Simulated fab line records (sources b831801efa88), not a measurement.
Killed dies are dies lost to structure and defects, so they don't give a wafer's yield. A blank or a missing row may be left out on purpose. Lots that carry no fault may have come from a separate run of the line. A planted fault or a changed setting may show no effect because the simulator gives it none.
A lot that was struck, set against a sound lot ; flow sky130 ; 35 out of 708 route steps
Sound: the wafers L315.1, L315.3, L315.5. Struck: wafer L325.2. (L325.1, L325.3 of the same lot were not struck and are left out.) The cause comes at the end.
At each step with rows: each side's tool, then ch and its chambers, then its first start. Under that, the readings that differ: sound wafers ; struck wafers ; difference of the means ; sigmas: that difference in standard deviations of wafers without a fault.
alike: same words and numbers on both sides, and readings whose means sit less than 2 such deviations apart. not compared: any withheld reading, any reading some wafer has no value for, any bound like >300 that may hide the same value, and any number with overlapping values for which the record gives no deviation.
A row with sigmas, a row that says differs or no value, or rows on one side alone: a step with any of these is where the two part. Numbers that have no deviation but don't overlap get no sigmas and don't part them. A reading missing from all wafers of one side parts the sides only when that side holds two or more wafers.

SKY_VIA1_CD_MEAS_12 targets a cd of 150 nm.
  sound on cd-sem-01, day 34 10:32; struck on cd-sem-02, day 37 21:08
  alike: cd-nm
SKY_VIA1_OVL_MEAS_13:
  sound on overlay-01, day 34 10:40; struck on overlay-02, day 37 21:16
  alike: VIA1_OVL
then, 2 steps without rows for these wafers: SKY_VIA1_ETCH_14 (etches BARC in N2/H2, stops on SiO2, time 45.9 s, target depth 60 nm); SKY_VIA1_ETCH_15 (etches SiO2 in C4F8/O2/Ar, stops on TiN, target depth 351 nm, time 54 s).
SKY_VIA1_STRIP_16: strips in O2/N2.
  sound on plasma-asher-01 ch 0,1, day 34 10:47; struck on plasma-asher-03 ch 0, day 37 21:23
reading;sound;struck;difference;sigmas
drypump-motor-current-A (A);4.8 4.8 5.0;6.0;+1.1;+2
  alike: oes-product-au, strip-time-to-endpoint-s
  not compared: rf-hours-counter-h
then, 3 steps without rows for these wafers: SKY_VIA1_STRIP_17 (strips in post etch residue remover, time 1200 s); SKY_VIA1_CLEAN_18 (cleans in IPA, time 180 s); SKY_VIA1_CLEAN_19 (cleans in O3/DIW).
SKY_VIA1_SPUTTER_20: material TiN, target thk 20 nm, time 80 s.
  sound on pvd-sputter-04, day 34 11:25; struck on pvd-sputter-02, day 37 21:58
  alike: throttle-valve-pct
SKY_VIA1_CVD_21: deposits W, target thk 270 nm, time 80.902 s.
  sound on cvd-w-01 ch 1, day 34 11:28; struck on cvd-w-01 ch 1, day 37 22:02
  alike: heater-power-w
SKY_VIA1_RS_MEAS_22: measurement is done with a four-point probe.
  sound on film-metro-04, day 34 11:40; struck on film-metro-01, day 37 22:08
  alike: VIA1_W_RS
SKY_VIA1_THK_MEAS_23: measures by xrf.
  sound on film-metro-04, day 34 11:47; struck on film-metro-01, day 37 22:15
  alike: VIA1_W_THK
SKY_VIA1_CMP_24: polishes, stops on SiO2, t overpolish 15 s, target thk 0 nm.
  sound on cmp-02 ch 0,3, day 34 11:50; struck on cmp-02 ch 2, day 37 22:22
reading;sound;struck;difference;sigmas
time-to-endpoint-s (s);68.0 65.6 70.0;36.0;-31.9;-12
model.SiO2_of_VIA1_HDPCVD_00.thk-nm (nm);342.5 342.5 342;339.1;-3.2;
  alike: motor-current-A, overpolish-run-s, slurry-filter-dp-kPa
then, 3 steps without rows for these wafers: SKY_METAL2_SPUTTER_00 (material Ti, target thk 15 nm, time 10 s); SKY_METAL2_SPUTTER_01 (material TiN, target thk 20 nm, time 16.7 s); SKY_METAL2_SPUTTER_02 (material AlCu, target thk 250 nm, time 13.3 s).
SKY_METAL2_SPUTTER_03: material Ti, target thk 5 nm, time 3.3 s.
  sound on pvd-sputter-01, day 34 12:13; struck on pvd-sputter-01, day 37 22:41
  alike: throttle-valve-pct
then, 1 step without rows for these wafers: SKY_METAL2_SPUTTER_04 (material TiN, target thk 70 nm, time 58.3 s).
SKY_METAL2_RS_MEAS_05: measurement is done with a four-point probe.
  sound on film-metro-02, day 34 12:17; struck on film-metro-02, day 37 22:45
  alike: METAL2_ALCU_RS
SKY_METAL2_THK_MEAS_06: measures by xrf.
  sound on film-metro-02, day 34 12:24; struck on film-metro-02, day 37 22:52
  alike: METAL2_ALCU_THK
then, 8 steps without rows for these wafers: SKY_METAL2_DEHYDRATE_07 (time 60 s); SKY_METAL2_HMDS_08 (prime time 60 s); SKY_METAL2_COAT_09 (resist thk 60 nm); SKY_METAL2_COAT_10 (resist thk 453.5 nm); SKY_METAL2_SOFTBAKE_11 (time 90 s); SKY_METAL2_EXPOSE_12 (exposes mask MM2, target cd 140 nm); SKY_METAL2_PEB_13; SKY_METAL2_DEVELOP_14 (develop time 60 s).
SKY_METAL2_CD_MEAS_15 targets a cd of 140 nm.
  sound on cd-sem-01, day 35 15:01; struck on cd-sem-01, day 39 00:04
  alike: cd-nm
SKY_METAL2_OVL_MEAS_16:
  sound on overlay-01, day 35 15:08; struck on overlay-01, day 39 00:11
  alike: METAL2_OVL
SKY_METAL2_DESCUM_17: chemistry O2, time 8 s.
  sound on rie-metal-03 ch 0,1, day 35 15:10; struck on rie-metal-03 ch 1, day 39 00:13
  alike: drypump-motor-current-A, oes-product-au, temp-c
  not compared: rf-hours-counter-h
then, 1 step without rows for these wafers: SKY_METAL2_ETCH_18 (etches BARC in N2/H2, stops on SiO2, time 45.9 s, target depth 60 nm).
SKY_METAL2_METAL_ETCH_19: etches the open film in Cl2/BCl3, stops on SiO2, target depth 360 nm, time 78 s.
  sound on rie-metal-03 ch 0,1, day 35 15:16; struck on rie-metal-03 ch 1, day 39 00:19
reading;sound;struck;difference;sigmas
model.SiO2_of_VIA1_HDPCVD_00.thk-nm (nm);331.6 331.6 330.9;328.1;-3.3;
  alike: drypump-motor-current-A, oes-product-au, throttle-valve-pct
  not compared: rf-hours-counter-h
then, 1 step without rows for these wafers: SKY_METAL2_STRIP_20 (strips in O2/N2).
-- the record jumps here: 10 days lie between the struck wafers' starts before and after (it left off in module METAL2 and takes up again in module PAD_OPEN, whose first step shown is number 708 of the route) --
SKY_PAD_OPEN_PROBE_99:
  sound on prober-02, day 46 07:17; struck on prober-02, day 48 21:20
  alike: defect-limited-yield, killed_at_M0_to_M3, killed_at_M4_up, killed-at-contacts, killed-at-front-end, killed-at-other, killed-dies, killed-on-rim, killed-open, killed-short, sort_bin_3_pad_short, sort_bin_5_function, sort_bin_6_memory, sort-n-pass, sort-yield-pct

WHERE THEY PART
Last at SKY_VIA1_CMP_24 as far as this record goes, first at SKY_VIA1_STRIP_16. Later steps at which nothing parts them and some readings are alike: SKY_METAL2_SPUTTER_03, SKY_METAL2_RS_MEAS_05, SKY_METAL2_THK_MEAS_06, SKY_METAL2_CD_MEAS_15, SKY_METAL2_OVL_MEAS_16, SKY_METAL2_DESCUM_17, SKY_METAL2_METAL_ETCH_19, SKY_PAD_OPEN_PROBE_99.

WHY: the cause the simulator had injected
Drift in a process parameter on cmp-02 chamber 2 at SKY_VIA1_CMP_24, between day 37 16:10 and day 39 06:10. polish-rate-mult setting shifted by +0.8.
